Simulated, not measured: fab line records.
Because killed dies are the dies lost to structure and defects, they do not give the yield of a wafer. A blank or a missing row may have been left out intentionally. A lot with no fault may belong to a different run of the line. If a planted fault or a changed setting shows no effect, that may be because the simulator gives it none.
Split-lot experiment	flow sky130	5 lots, 23 wafers read, on a route of 708 steps

## SPLIT DETAILS
At SKY_VIA3_SPUTTER_20 (material TiN, target thk 20 nm, time 80 s), the setting chamber pressure pa was moved away from the recipe's 5 Pa on 15 of the 23 wafers read, by -6.7% to +8.0%. This setting was run at the recipe's value on the other wafers.

The reading comes from the split's own step.

## THE READING
TiN_of_VIA3_SPUTTER_20.thk nm (the simulator's own value, which no gauge read), in nm, at SKY_VIA3_SPUTTER_20 (material TiN, target thk 20 nm, time 80 s). The file does not state a usual value for it. Here, 8 wafers ran the recipe; their average is 19.82 nm with a standard deviation of 0.17 nm.

wafer	tool, chamber at the split	chamber pressure pa as run, Pa	against the recipe	TiN_of_VIA3_SPUTTER_20.thk nm, nm	against lot-mates on the recipe
L074.1	pvd sputter-04, -	4.679	-6.4%	21.07	no lot-mate on the recipe
L074.3	pvd sputter-04, -	4.679	-6.4%	20.96	no lot-mate on the recipe
L074.4	pvd sputter-04, -	4.679	-6.4%	20.99	no lot-mate on the recipe
L074.5	pvd sputter-04, -	4.679	-6.4%	21.06	no lot-mate on the recipe
L074.6	pvd sputter-04, -	4.679	-6.4%	20.97	no lot-mate on the recipe
L075.1	pvd sputter-04, -	5	recipe	19.53	-
L075.3	pvd sputter-04, -	5	recipe	19.87	-
L075.4	pvd sputter-04, -	5	recipe	19.93	-
L075.5	pvd sputter-04, -	5	recipe	19.83	-
L075.6	pvd sputter-04, -	5	recipe	20.07	-
L078.2	pvd sputter-01, -	4.666	-6.7%	21.25	no lot-mate on the recipe
L078.3	pvd sputter-01, -	4.666	-6.7%	21.31	no lot-mate on the recipe
L078.4	pvd sputter-01, -	4.666	-6.7%	21.26	no lot-mate on the recipe
L078.5	pvd sputter-01, -	4.666	-6.7%	21.33	no lot-mate on the recipe
L078.6	pvd sputter-01, -	4.666	-6.7%	21.19	no lot-mate on the recipe
L079.1	pvd sputter-01, -	5	recipe	19.99	-
L079.2	pvd sputter-01, -	5	recipe	19.68	-
L079.3	pvd sputter-01, -	5	recipe	19.65	-
L081.2	pvd sputter-03, -	5.399	+8.0%	18.67	no lot-mate on the recipe
L081.3	pvd sputter-03, -	5.399	+8.0%	18.7	no lot-mate on the recipe
L081.4	pvd sputter-03, -	5.399	+8.0%	18.49	no lot-mate on the recipe
L081.5	pvd sputter-03, -	5.399	+8.0%	18.39	no lot-mate on the recipe
L081.6	pvd sputter-03, -	5.399	+8.0%	18.8	no lot-mate on the recipe

THE FIT
A straight line over all 23 wafers: TiN_of_VIA3_SPUTTER_20.thk nm changes by -0.176 nm for each +1% of chamber pressure pa; r = -0.99; the points scatter about the line by 0.18 nm.
Too few moved wafers have a lot-mate on the recipe to fit a line with each lot's own level taken away.

## THE FILE'S OWN FIT
TiN_of_VIA3_SPUTTER_20.thk nm changes by -0.177 nm for each +1% of chamber pressure pa, r = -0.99.
